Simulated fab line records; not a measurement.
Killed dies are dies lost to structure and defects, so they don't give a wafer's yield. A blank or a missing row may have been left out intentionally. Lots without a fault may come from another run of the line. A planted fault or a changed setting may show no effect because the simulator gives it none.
fab line records || flow sky130
record {"lots": 14, "wafers": 42, "last-day": 51}
route steps=708 shown CAP2M@605 PAD_OPEN@708
lots with no fault: from the same line, run without faults
start-h: hours from the record's first day to the start of the lot's first wafer shown || wait-h: time in hours since the lot's previous step || " as in the row above || L1.1+2: one row covering several wafers at once || - value missing, or start not given || * or withheld: withheld || < > ~ a bound
route shown NAME@n: names a module that has steps shown in the file, with the first one's number in the route || usual: mean and standard deviation over wafers with no fault || same: alike in all rows || chamber/n: place in a boat || sites: each site's reading || _std_site: standard deviation across them || _edge_site: mean of outer sites minus mean of inner sites || radius-mm: how far each site lies from the wafer's centre || mask NAME#n: copy n || behind: the tool/chamber that last shaped the wafer || hold: the reason the lot was held/the length of the hold in hours/how it ended || device: the transistor (n, p or np) that didn't switch || end of line: the tests these same wafers got at the end of their route || a step without rows: its recipe alone || killed: dies that structure and defects cost at the first sort, which is not the same as the wafer's yield || map: a wafer's dies, marking killed ones x, the rest . and places with no die _
set.NAME: the setting the step ran with; set.NAME@STEP: the setting that earlier step ran with || model.NAME: the simulator's own value behind a step, which no gauge read
one table for each step of the route and one row for each wafer, over a sample of lots
services: when a tool's chamber went out of use (start-h, in hours from the record's first day, below 0 if earlier), for how many hours, and the reason
## steps
# step SKY_CAP2M_SPUTTER_02
# recipe {"material": "TiN", "target-thk-nm": 200, "temp-c": 300, "power-w": 6500, "time-s": 166.7, "chamber-pressure-pa": 0.4}
# usual {"chamber-pressure-pa": "0.4001/0.00091", "throttle-valve-pct": "30.1/0.97"}
{"lot.wafer": "L652.2", "tool": "pvd-sputter-03", "chamber": "-", "start-h": 947.91, "wait-h": 0.0, "chamber-pressure-pa": 0.3986, "throttle-valve-pct": 31.3}
{"lot.wafer": "L652.3", "tool": "pvd-sputter-03", "chamber": "-", "start-h": 947.91, "wait-h": 0.0, "chamber-pressure-pa": 0.4007, "throttle-valve-pct": 29.8}
{"lot.wafer": "L652.6", "tool": "pvd-sputter-03", "chamber": "-", "start-h": 947.91, "wait-h": 0.0, "chamber-pressure-pa": 0.3990, "throttle-valve-pct": 31.5}
{"lot.wafer": "L654.2", "tool": "pvd-sputter-02", "chamber": "-", "start-h": 967.60, "wait-h": 0.0, "chamber-pressure-pa": 0.4001, "throttle-valve-pct": 29.1}
{"lot.wafer": "L654.4", "tool": "pvd-sputter-02", "chamber": "-", "start-h": 967.60, "wait-h": 0.0, "chamber-pressure-pa": 0.3998, "throttle-valve-pct": 30.3}
{"lot.wafer": "L654.5", "tool": "pvd-sputter-02", "chamber": "-", "start-h": 967.60, "wait-h": 0.0, "chamber-pressure-pa": 0.4019, "throttle-valve-pct": 28.6}
{"lot.wafer": "L656.4", "tool": "pvd-sputter-02", "chamber": "-", "start-h": 974.81, "wait-h": 0.0, "chamber-pressure-pa": 0.4000, "throttle-valve-pct": 29.1}
{"lot.wafer": "L656.5", "tool": "pvd-sputter-02", "chamber": "-", "start-h": 974.81, "wait-h": 0.0, "chamber-pressure-pa": 0.4003, "throttle-valve-pct": 29.0}
{"lot.wafer": "L656.6", "tool": "pvd-sputter-02", "chamber": "-", "start-h": 974.81, "wait-h": 0.0, "chamber-pressure-pa": 0.4011, "throttle-valve-pct": 28.3}
{"lot.wafer": "L657.2", "tool": "pvd-sputter-02", "chamber": "-", "start-h": 985.42, "wait-h": 0.0, "chamber-pressure-pa": 0.3981, "throttle-valve-pct": 28.8}
{"lot.wafer": "L657.3", "tool": "pvd-sputter-02", "chamber": "-", "start-h": 985.42, "wait-h": 0.0, "chamber-pressure-pa": 0.4141, "throttle-valve-pct": 28.6}
{"lot.wafer": "L657.6", "tool": "pvd-sputter-02", "chamber": "-", "start-h": 985.42, "wait-h": 0.0, "chamber-pressure-pa": 0.4002, "throttle-valve-pct": 30.4}
{"lot.wafer": "L658.1", "tool": "pvd-sputter-04", "chamber": "-", "start-h": 990.68, "wait-h": 0.1, "chamber-pressure-pa": 0.4010, "throttle-valve-pct": 31.4}
{"lot.wafer": "L658.3", "tool": "pvd-sputter-04", "chamber": "-", "start-h": 990.68, "wait-h": 0.1, "chamber-pressure-pa": 0.4013, "throttle-valve-pct": 29.9}
{"lot.wafer": "L658.6", "tool": "pvd-sputter-04", "chamber": "-", "start-h": 990.68, "wait-h": 0.1, "chamber-pressure-pa": 0.4013, "throttle-valve-pct": 31.2}
{"lot.wafer": "L660.1", "tool": "pvd-sputter-02", "chamber": "-", "start-h": 1001.93, "wait-h": 0.1, "chamber-pressure-pa": 0.4140, "throttle-valve-pct": 28.9}
{"lot.wafer": "L660.2", "tool": "pvd-sputter-02", "chamber": "-", "start-h": 1001.93, "wait-h": 0.1, "chamber-pressure-pa": 0.3993, "throttle-valve-pct": 29.2}
{"lot.wafer": "L660.6", "tool": "pvd-sputter-02", "chamber": "-", "start-h": 1001.93, "wait-h": 0.1, "chamber-pressure-pa": 0.3996, "throttle-valve-pct": 30.5}
{"lot.wafer": "L666.1", "tool": "pvd-sputter-04", "chamber": "-", "start-h": 1044.23, "wait-h": 0.1, "chamber-pressure-pa": 0.3990, "throttle-valve-pct": 31.2}
{"lot.wafer": "L666.3", "tool": "pvd-sputter-04", "chamber": "-", "start-h": 1044.23, "wait-h": 0.1, "chamber-pressure-pa": 0.4009, "throttle-valve-pct": 31.3}
{"lot.wafer": "L666.6", "tool": "pvd-sputter-04", "chamber": "-", "start-h": 1044.23, "wait-h": 0.1, "chamber-pressure-pa": 0.3992, "throttle-valve-pct": 31.2}
{"lot.wafer": "L667.2", "tool": "pvd-sputter-04", "chamber": "-", "start-h": 1049.70, "wait-h": 0.0, "chamber-pressure-pa": 0.4007, "throttle-valve-pct": 29.9}
{"lot.wafer": "L667.3", "tool": "pvd-sputter-04", "chamber": "-", "start-h": 1049.70, "wait-h": 0.0, "chamber-pressure-pa": 0.4004, "throttle-valve-pct": 31.4}
{"lot.wafer": "L667.4", "tool": "pvd-sputter-04", "chamber": "-", "start-h": 1049.70, "wait-h": 0.0, "chamber-pressure-pa": 0.3994, "throttle-valve-pct": 31.2}
{"lot.wafer": "L668.1", "tool": "pvd-sputter-02", "chamber": "-", "start-h": 1053.92, "wait-h": 0.1, "chamber-pressure-pa": 0.4000, "throttle-valve-pct": 29.3}
{"lot.wafer": "L668.2", "tool": "pvd-sputter-02", "chamber": "-", "start-h": 1053.92, "wait-h": 0.1, "chamber-pressure-pa": 0.4019, "throttle-valve-pct": 30.8}
{"lot.wafer": "L668.6", "tool": "pvd-sputter-02", "chamber": "-", "start-h": 1053.92, "wait-h": 0.1, "chamber-pressure-pa": 0.4003, "throttle-valve-pct": 29.1}
{"lot.wafer": "L669.2", "tool": "pvd-sputter-04", "chamber": "-", "start-h": 1055.37, "wait-h": 0.0, "chamber-pressure-pa": 0.3998, "throttle-valve-pct": 31.7}
{"lot.wafer": "L669.4", "tool": "pvd-sputter-04", "chamber": "-", "start-h": 1055.37, "wait-h": 0.0, "chamber-pressure-pa": 0.4010, "throttle-valve-pct": 31.2}
{"lot.wafer": "L669.5", "tool": "pvd-sputter-04", "chamber": "-", "start-h": 1055.37, "wait-h": 0.0, "chamber-pressure-pa": 0.4003, "throttle-valve-pct": 31.3}
{"lot.wafer": "L673.1", "tool": "pvd-sputter-02", "chamber": "-", "start-h": 1084.28, "wait-h": 0.1, "chamber-pressure-pa": 0.4012, "throttle-valve-pct": 29.4}
{"lot.wafer": "L673.2", "tool": "pvd-sputter-02", "chamber": "-", "start-h": 1084.28, "wait-h": 0.1, "chamber-pressure-pa": 0.4002, "throttle-valve-pct": 30.6}
{"lot.wafer": "L673.5", "tool": "pvd-sputter-02", "chamber": "-", "start-h": 1084.28, "wait-h": 0.1, "chamber-pressure-pa": 0.4004, "throttle-valve-pct": 29.6}
{"lot.wafer": "L674.1", "tool": "pvd-sputter-02", "chamber": "-", "start-h": 1092.35, "wait-h": 0.1, "chamber-pressure-pa": 0.4007, "throttle-valve-pct": 28.3}
{"lot.wafer": "L674.2", "tool": "pvd-sputter-02", "chamber": "-", "start-h": 1092.35, "wait-h": 0.1, "chamber-pressure-pa": 0.4019, "throttle-valve-pct": 29.2}
{"lot.wafer": "L674.6", "tool": "pvd-sputter-02", "chamber": "-", "start-h": 1092.35, "wait-h": 0.1, "chamber-pressure-pa": 0.4009, "throttle-valve-pct": 30.6}
{"lot.wafer": "L670.3", "tool": "pvd-sputter-04", "chamber": "-", "start-h": 1093.04, "wait-h": 0.0, "chamber-pressure-pa": 0.4001, "throttle-valve-pct": 29.7}
{"lot.wafer": "L670.4", "tool": "pvd-sputter-04", "chamber": "-", "start-h": 1093.04, "wait-h": 0.0, "chamber-pressure-pa": 0.4010, "throttle-valve-pct": 31.4}
{"lot.wafer": "L670.5", "tool": "pvd-sputter-04", "chamber": "-", "start-h": 1093.04, "wait-h": 0.0, "chamber-pressure-pa": 0.4005, "throttle-valve-pct": 31.0}
{"lot.wafer": "L675.2", "tool": "pvd-sputter-04", "chamber": "-", "start-h": 1099.36, "wait-h": 0.0, "chamber-pressure-pa": 0.4013, "throttle-valve-pct": 29.6}
{"lot.wafer": "L675.3", "tool": "pvd-sputter-04", "chamber": "-", "start-h": 1099.36, "wait-h": 0.0, "chamber-pressure-pa": 0.3987, "throttle-valve-pct": 30.9}
{"lot.wafer": "L675.5", "tool": "pvd-sputter-04", "chamber": "-", "start-h": 1099.36, "wait-h": 0.0, "chamber-pressure-pa": 0.4011, "throttle-valve-pct": 30.0}
# step SKY_PAD_OPEN_PROBE_99
# usual {"defect-limited-yield": "82.5/2", "killed_at_M0_to_M3": "44/6.9", "killed_at_M4_up": "3.1/1.7", "killed-at-contacts": "25/5.6", "killed-at-front-end": "14/4.3", "killed-at-other": "0.3/0.51", "killed-dies": "86/9.8", "killed-open": "47/6.5", "killed-short": "39/6.6", "sort_bin_3_pad_short": "0.8/0.46", "sort_bin_5_function": "10.3/1.5", "sort_bin_6_memory": "6.4/1", "sort-n-pass": "406/9.8", "sort-yield-pct": "82.5/2"}
# same {"gross-dies": 492, "killed-at-back-side": 0, "sort_bin_4_leakage[%]": 0, "sort_bin_8_speed[%]": 0}
{"lot.wafer": "L657.2", "tool": "prober-01", "chamber": "-", "start-h": 1125.12, "wait-h": 0.1, "defect-limited-yield[%]": 85.0, "killed_at_M0_to_M3": 32, "killed_at_M4_up": 3, "killed-at-contacts": 30, "killed-at-front-end": 9, "killed-at-other": 0, "killed-dies": 74, "killed-open": 44, "killed-short": 30, "sort_bin_3_pad_short[%]": 1.0, "sort_bin_5_function[%]": 8.3, "sort_bin_6_memory[%]": 5.7, "sort-n-pass": 418, "sort-yield-pct[%]": 85.0}
{"lot.wafer": "L657.3", "tool": "prober-01", "chamber": "-", "start-h": 1125.17, "wait-h": 0.2, "defect-limited-yield[%]": 82.5, "killed_at_M0_to_M3": 47, "killed_at_M4_up": 5, "killed-at-contacts": 23, "killed-at-front-end": 10, "killed-at-other": 1, "killed-dies": 86, "killed-open": 36, "killed-short": 50, "sort_bin_3_pad_short[%]": 0.6, "sort_bin_5_function[%]": 10.6, "sort_bin_6_memory[%]": 6.3, "sort-n-pass": 406, "sort-yield-pct[%]": 82.5}
{"lot.wafer": "L657.6", "tool": "prober-01", "chamber": "-", "start-h": 1125.32, "wait-h": 0.2, "defect-limited-yield[%]": 85.4, "killed_at_M0_to_M3": 40, "killed_at_M4_up": 3, "killed-at-contacts": 17, "killed-at-front-end": 11, "killed-at-other": 1, "killed-dies": 72, "killed-open": 46, "killed-short": 26, "sort_bin_3_pad_short[%]": 0.6, "sort_bin_5_function[%]": 8.5, "sort_bin_6_memory[%]": 5.5, "sort-n-pass": 420, "sort-yield-pct[%]": 85.4}
{"lot.wafer": "L658.1", "tool": "prober-02", "chamber": "-", "start-h": 1128.64, "wait-h": 0.1, "defect-limited-yield[%]": 80.5, "killed_at_M0_to_M3": 56, "killed_at_M4_up": 2, "killed-at-contacts": 20, "killed-at-front-end": 16, "killed-at-other": 2, "killed-dies": 96, "killed-open": 52, "killed-short": 44, "sort_bin_3_pad_short[%]": 1.2, "sort_bin_5_function[%]": 11.6, "sort_bin_6_memory[%]": 6.7, "sort-n-pass": 396, "sort-yield-pct[%]": 80.5}
{"lot.wafer": "L658.3", "tool": "prober-02", "chamber": "-", "start-h": 1128.74, "wait-h": 0.2, "defect-limited-yield[%]": 81.7, "killed_at_M0_to_M3": 37, "killed_at_M4_up": 4, "killed-at-contacts": 35, "killed-at-front-end": 13, "killed-at-other": 1, "killed-dies": 90, "killed-open": 51, "killed-short": 39, "sort_bin_3_pad_short[%]": 0.6, "sort_bin_5_function[%]": 10.8, "sort_bin_6_memory[%]": 6.9, "sort-n-pass": 402, "sort-yield-pct[%]": 81.7}
{"lot.wafer": "L658.6", "tool": "prober-02", "chamber": "-", "start-h": 1128.89, "wait-h": 0.2, "defect-limited-yield[%]": 82.7, "killed_at_M0_to_M3": 49, "killed_at_M4_up": 4, "killed-at-contacts": 18, "killed-at-front-end": 14, "killed-at-other": 0, "killed-dies": 85, "killed-open": 48, "killed-short": 37, "sort_bin_3_pad_short[%]": 0.6, "sort_bin_5_function[%]": 10.8, "sort_bin_6_memory[%]": 5.9, "sort-n-pass": 407, "sort-yield-pct[%]": 82.7}
{"lot.wafer": "L667.2", "tool": "prober-01", "chamber": "-", "start-h": 1177.69, "wait-h": 0.1, "defect-limited-yield[%]": 83.1, "killed_at_M0_to_M3": 44, "killed_at_M4_up": 2, "killed-at-contacts": 23, "killed-at-front-end": 14, "killed-at-other": 0, "killed-dies": 83, "killed-open": 52, "killed-short": 31, "sort_bin_3_pad_short[%]": 0.4, "sort_bin_5_function[%]": 10.6, "sort_bin_6_memory[%]": 5.9, "sort-n-pass": 409, "sort-yield-pct[%]": 83.1}
{"lot.wafer": "L667.3", "tool": "prober-01", "chamber": "-", "start-h": 1177.74, "wait-h": 0.2, "defect-limited-yield[%]": 84.6, "killed_at_M0_to_M3": 40, "killed_at_M4_up": 2, "killed-at-contacts": 20, "killed-at-front-end": 13, "killed-at-other": 1, "killed-dies": 76, "killed-open": 44, "killed-short": 32, "sort_bin_3_pad_short[%]": 0.6, "sort_bin_5_function[%]": 9.6, "sort_bin_6_memory[%]": 5.3, "sort-n-pass": 416, "sort-yield-pct[%]": 84.6}
{"lot.wafer": "L667.4", "tool": "prober-01", "chamber": "-", "start-h": 1177.79, "wait-h": 0.2, "defect-limited-yield[%]": 86.6, "killed_at_M0_to_M3": 29, "killed_at_M4_up": 1, "killed-at-contacts": 25, "killed-at-front-end": 9, "killed-at-other": 2, "killed-dies": 66, "killed-open": 30, "killed-short": 36, "sort_bin_3_pad_short[%]": 0, "sort_bin_5_function[%]": 8.1, "sort_bin_6_memory[%]": 5.3, "sort-n-pass": 426, "sort-yield-pct[%]": 86.6}
{"lot.wafer": "L669.2", "tool": "prober-01", "chamber": "-", "start-h": 1183.48, "wait-h": 0.1, "defect-limited-yield[%]": 83.7, "killed_at_M0_to_M3": 41, "killed_at_M4_up": 3, "killed-at-contacts": 19, "killed-at-front-end": 17, "killed-at-other": 0, "killed-dies": 80, "killed-open": 39, "killed-short": 41, "sort_bin_3_pad_short[%]": 0.8, "sort_bin_5_function[%]": 8.5, "sort_bin_6_memory[%]": 6.9, "sort-n-pass": 412, "sort-yield-pct[%]": 83.7}
{"lot.wafer": "L669.4", "tool": "prober-01", "chamber": "-", "start-h": 1183.58, "wait-h": 0.2, "defect-limited-yield[%]": 82.5, "killed_at_M0_to_M3": 44, "killed_at_M4_up": 0, "killed-at-contacts": 22, "killed-at-front-end": 20, "killed-at-other": 0, "killed-dies": 86, "killed-open": 47, "killed-short": 39, "sort_bin_3_pad_short[%]": 1.8, "sort_bin_5_function[%]": 9.6, "sort_bin_6_memory[%]": 6.1, "sort-n-pass": 406, "sort-yield-pct[%]": 82.5}
{"lot.wafer": "L669.5", "tool": "prober-01", "chamber": "-", "start-h": 1183.63, "wait-h": 0.2, "defect-limited-yield[%]": 85.0, "killed_at_M0_to_M3": 42, "killed_at_M4_up": 1, "killed-at-contacts": 18, "killed-at-front-end": 13, "killed-at-other": 0, "killed-dies": 74, "killed-open": 38, "killed-short": 36, "sort_bin_3_pad_short[%]": 1.0, "sort_bin_5_function[%]": 7.1, "sort_bin_6_memory[%]": 6.9, "sort-n-pass": 418, "sort-yield-pct[%]": 85.0}
{"lot.wafer": "L673.1", "tool": "prober-01", "chamber": "-", "start-h": 1205.85, "wait-h": 0.1, "defect-limited-yield[%]": 81.9, "killed_at_M0_to_M3": 47, "killed_at_M4_up": 2, "killed-at-contacts": 25, "killed-at-front-end": 15, "killed-at-other": 0, "killed-dies": 89, "killed-open": 46, "killed-short": 43, "sort_bin_3_pad_short[%]": 0.4, "sort_bin_5_function[%]": 10.4, "sort_bin_6_memory[%]": 7.3, "sort-n-pass": 403, "sort-yield-pct[%]": 81.9}
{"lot.wafer": "L673.2", "tool": "prober-01", "chamber": "-", "start-h": 1205.90, "wait-h": 0.1, "defect-limited-yield[%]": 83.5, "killed_at_M0_to_M3": 36, "killed_at_M4_up": 1, "killed-at-contacts": 28, "killed-at-front-end": 15, "killed-at-other": 1, "killed-dies": 81, "killed-open": 41, "killed-short": 40, "sort_bin_3_pad_short[%]": 0.6, "sort_bin_5_function[%]": 10.4, "sort_bin_6_memory[%]": 5.5, "sort-n-pass": 411, "sort-yield-pct[%]": 83.5}
{"lot.wafer": "L673.5", "tool": "prober-01", "chamber": "-", "start-h": 1206.05, "wait-h": 0.2, "defect-limited-yield[%]": 87.4, "killed_at_M0_to_M3": 34, "killed_at_M4_up": 3, "killed-at-contacts": 17, "killed-at-front-end": 8, "killed-at-other": 0, "killed-dies": 62, "killed-open": 39, "killed-short": 23, "sort_bin_3_pad_short[%]": 0.4, "sort_bin_5_function[%]": 7.9, "sort_bin_6_memory[%]": 4.3, "sort-n-pass": 430, "sort-yield-pct[%]": 87.4}
# killed by level:class
L657.2 CONTACT:geometric-particle:open=15 VIA1:geometric-particle:open=9 VIA3:geometric-particle:open=6 LOCAL_INTERCONNECT:geometric-particle:short=5 METAL3:geometric-particle:short=5 LI_CONTACT:geometric-particle:open=4 METAL2:geometric-particle:short=4 FIELD_ISO:geometric-particle:short=3
L657.3 VIA2:geometric-particle:open=9 VIA1:geometric-particle:open=6 CONTACT:geometric-particle:open=6 LI_CONTACT:geometric-particle:open=5 CONTACT:geometric-particle:short=5 METAL1:geometric-particle:short=5 VIA3:geometric-particle:short=5 VIA1:geometric-particle:short=5
L657.6 VIA1:geometric-particle:open=11 VIA3:geometric-particle:open=8 CONTACT:geometric-particle:open=8 FIELD_ISO:geometric-particle:short=4 VIA2:geometric-particle:open=4 LI_CONTACT:geometric-particle:open=4 POLY_GATE:geometric-particle:open=3 LOCAL_INTERCONNECT:geometric-particle:short=3
L658.1 VIA1:geometric-particle:open=14 VIA3:geometric-particle:open=9 CONTACT:geometric-particle:open=9 METAL3:geometric-particle:short=8 METAL2:geometric-particle:short=7 LI_CONTACT:geometric-particle:open=5 VIA2:geometric-particle:open=5 VIA1:geometric-particle:short=4
L658.3 CONTACT:geometric-particle:open=12 LI_CONTACT:geometric-particle:open=10 VIA2:geometric-particle:open=7 CONTACT:geometric-particle:short=5 METAL2:geometric-particle:short=5 METAL3:geometric-particle:short=5 METAL1:geometric-particle:short=4 VIA3:geometric-particle:open=4
L658.6 METAL2:geometric-particle:short=10 VIA2:geometric-particle:open=8 CONTACT:geometric-particle:open=7 VIA1:geometric-particle:open=7 VIA3:geometric-particle:open=6 FIELD_ISO:geometric-particle:open=5 LI_CONTACT:geometric-particle:open=5 METAL1:geometric-particle:short=5
L667.2 VIA1:geometric-particle:open=10 CONTACT:geometric-particle:open=9 VIA2:geometric-particle:open=8 VIA3:geometric-particle:open=8 LI_CONTACT:geometric-particle:open=6 FIELD_ISO:geometric-particle:open=5 METAL1:geometric-particle:short=5 LI_CONTACT:geometric-particle:short=4
L667.3 VIA1:geometric-particle:open=14 CONTACT:geometric-particle:open=8 VIA3:geometric-particle:open=8 VIA1:geometric-particle:short=5 LI_CONTACT:geometric-particle:open=5 FIELD_ISO:geometric-particle:short=4 POLY_GATE:geometric-particle:short=4 VIA3:geometric-particle:short=4
L667.4 CONTACT:geometric-particle:open=6 LI_CONTACT:geometric-particle:short=5 LI_CONTACT:geometric-particle:open=5 CONTACT:geometric-particle:short=5 VIA1:geometric-particle:open=5 LOCAL_INTERCONNECT:geometric-particle:short=4 VIA3:geometric-particle:open=4 METAL1:geometric-particle:short=3
L669.2 VIA2:geometric-particle:open=9 CONTACT:geometric-particle:open=7 VIA1:geometric-particle:open=6 CONTACT:geometric-particle:short=6 METAL2:geometric-particle:short=6 METAL3:geometric-particle:short=6 METAL1:geometric-particle:short=5 FIELD_ISO:geometric-particle:short=4
L669.4 VIA1:geometric-particle:open=9 CONTACT:geometric-particle:open=8 METAL1:geometric-particle:short=7 LI_CONTACT:geometric-particle:open=6 VIA2:geometric-particle:open=6 VIA3:geometric-particle:open=6 FIELD_ISO:geometric-particle:open=5 METAL3:geometric-particle:short=5
L669.5 VIA3:geometric-particle:open=8 VIA1:geometric-particle:open=7 FIELD_ISO:geometric-particle:open=5 CONTACT:geometric-particle:open=5 LI_CONTACT:geometric-particle:open=5 METAL1:geometric-particle:short=5 METAL3:geometric-particle:short=5 CONTACT:geometric-particle:short=4
L673.1 VIA1:geometric-particle:open=11 LI_CONTACT:geometric-particle:open=10 VIA2:geometric-particle:open=7 VIA1:geometric-particle:short=6 FIELD_ISO:geometric-particle:short=5 METAL2:geometric-particle:short=5 LI_CONTACT:geometric-particle:short=4 LOCAL_INTERCONNECT:geometric-particle:short=4
L673.2 VIA3:geometric-particle:open=9 CONTACT:geometric-particle:open=8 LI_CONTACT:geometric-particle:short=7 VIA2:geometric-particle:open=6 FIELD_ISO:geometric-particle:open=5 POLY_GATE:geometric-particle:short=5 LI_CONTACT:geometric-particle:open=4 CONTACT:geometric-particle:short=4
L673.5 CONTACT:geometric-particle:open=9 METAL1:geometric-particle:short=7 VIA1:geometric-particle:open=7 VIA2:geometric-particle:open=4 LI_CONTACT:geometric-particle:open=4 METAL1:geometric-particle:open=3 VIA1:geometric-particle:short=3 METAL2:geometric-particle:short=3
## services
{"tool": "pvd-sputter-02", "chamber": "-", "start-h": 940.23, "hours": 1.1, "kind": "repair"}
{"tool": "pvd-sputter-04", "chamber": "-", "start-h": 955.88, "hours": 0.6, "kind": "repair"}
{"tool": "pvd-sputter-04", "chamber": "-", "start-h": 983.41, "hours": 4.8, "kind": "repair"}
{"tool": "pvd-sputter-04", "chamber": "-", "start-h": 1072.84, "hours": 3.6, "kind": "repair"}
## key
first-sign {"step": "SKY_CAP2M_SPUTTER_02", "reading": "chamber-pressure-pa", "direction": "up", "sigmas": 15, "usual": 0.4001, "struck": 0.4140}
effect none on later readings
met-at SKY_CAP2M_SPUTTER_02
struck-lots L657,L660
struck-wafers L657.3,L660.1
onset-between 974.81 985.42
fault {"kind": "process-parameter-drift", "tool": "pvd-sputter-02", "chamber": "-", "onset-h": 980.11, "steps": "SKY_CAP2M_SPUTTER_02", "channel": "chamber-pressure-pa", "offset": 0.014025, "shape": "step", "end-h": 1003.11, "acts-in": "these-recipes-only", "stated": 0.4, "scope": "struck-wafers-only"}
